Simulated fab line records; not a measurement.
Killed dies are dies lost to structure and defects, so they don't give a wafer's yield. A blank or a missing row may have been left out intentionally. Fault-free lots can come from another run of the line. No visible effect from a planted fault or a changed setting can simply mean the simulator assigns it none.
Which tool was responsible? | flow sfq line | at 1 step of a route of 325, 14 lots with 40 wafers sampled

## WHAT THE GAUGES SHOWED, per wafer
Not one reading of a measure or inspect step in the record can be checked against a usual standard deviation.

## TOOL THAT RAN EACH LOT (tool first, then ch and the chambers of the sampled wafers, then the start)
lot  | SFQ_TRILAYER_I1_CMP_CMP_046
L339 | cmp-01 ch 0,2, day 15 12:51
L340 | cmp-02 ch 1,2,3, day 15 14:31
L342 | cmp-01 ch 0,1,2, day 19 07:52
L343 | cmp-01 ch 0,3, day 19 13:22
L344 | cmp-02 ch 0,1,2, day 19 19:53
L345 | cmp-02 ch 1,2,3, day 20 03:23
L346 | cmp-02 ch 0,1,2, day 20 13:23
L347 | cmp-02 ch 1,2,3, day 20 16:23
L348 | cmp-02 ch 0,1,2, day 21 00:34
L349 | cmp-02 ch 1,2, day 21 13:15
L350 | cmp-02 ch 2,3, day 21 19:57
L351 | cmp-02 ch 1,2,3, day 22 04:03
L357 | cmp-02 ch 0,2, day 24 02:34
L359 | cmp-02 ch 2,3, day 24 13:07
- SFQ_TRILAYER_I1_CMP_CMP_046: polishes SiO2.

## AS READ BY THE TOOLS THEMSELVES (means over the sampled wafers that have a number; for cases with no such wafer, the mark the record gives instead)
SFQ_TRILAYER_I1_CMP_CMP_046.
lot  | tool   | motor current A (A) | time to endpoint s (s)
L339 | cmp-01 | 10.8                | 213
L340 | cmp-02 | 10.7                | 215
L342 | cmp-01 | 10.7                | 226
L343 | cmp-01 | 10.9                | 215
L344 | cmp-02 | 10.7                | 216
L345 | cmp-02 | 11.2                | 225
L346 | cmp-02 | 10.3                | 213
L347 | cmp-02 | 11.1                | 215
L348 | cmp-02 | 10.2                | 210
L349 | cmp-02 | 10.6                | 210
L350 | cmp-02 | 11.4                | 216
L351 | cmp-02 | 11.1                | 209
L357 | cmp-02 | 10.6                | 166
L359 | cmp-02 | 11.3                | 118

## THE ANSWER, worked out from the rows above alone
Rule: what is usual is taken from the lots themselves. The widest of any qualifying gaps counts: lots, ordered by their means at a reading, are off when they make up no more than a third of the lots, leave a main group of 4 or more, and stand apart from it by 3 or more times the standard deviation of that group's means. A main group whose means are all the same, to the digits that the tables above print for the reading, isn't used. A lot without any number at a reading at which 4 lots or more have one is off too. All remaining lots with rows at the step are treated as sound. After the gauges, taken in route order, come the tools' own readings; for these a lot's mean is taken, as printed above. At the first step where some lot is off, the reading lying furthest off is the one used; lots without a number count as furthest.
Off: L357, L359, at SFQ_TRILAYER_I1_CMP_CMP_046 (time to endpoint s). Main group: mean 215 s, sd 5.1.
If a tool, at that step or one of the process steps before it, ran each lot that is off and ran no sound lot following the first of them, it fits. One fits: SFQ_TRILAYER_I1_CMP_CMP_046 on cmp-02. A fault onset in the window from L351 (day 22 04:03, its last sound lot) to L357 (day 24 02:34, its first lot off) fits.
The tool's own readings at SFQ_TRILAYER_I1_CMP_CMP_046 bear it out: on the lots that are off they differ by more than 5 times the standard deviation of the sound lots' means. time to endpoint s reads 142 s there against 215 s on the sound lots.

## WHAT WAS PUT IN BY THE SIMULATOR
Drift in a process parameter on cmp-02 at SFQ_TRILAYER_I1_CMP_CMP_046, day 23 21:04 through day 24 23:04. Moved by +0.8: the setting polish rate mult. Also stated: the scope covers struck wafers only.
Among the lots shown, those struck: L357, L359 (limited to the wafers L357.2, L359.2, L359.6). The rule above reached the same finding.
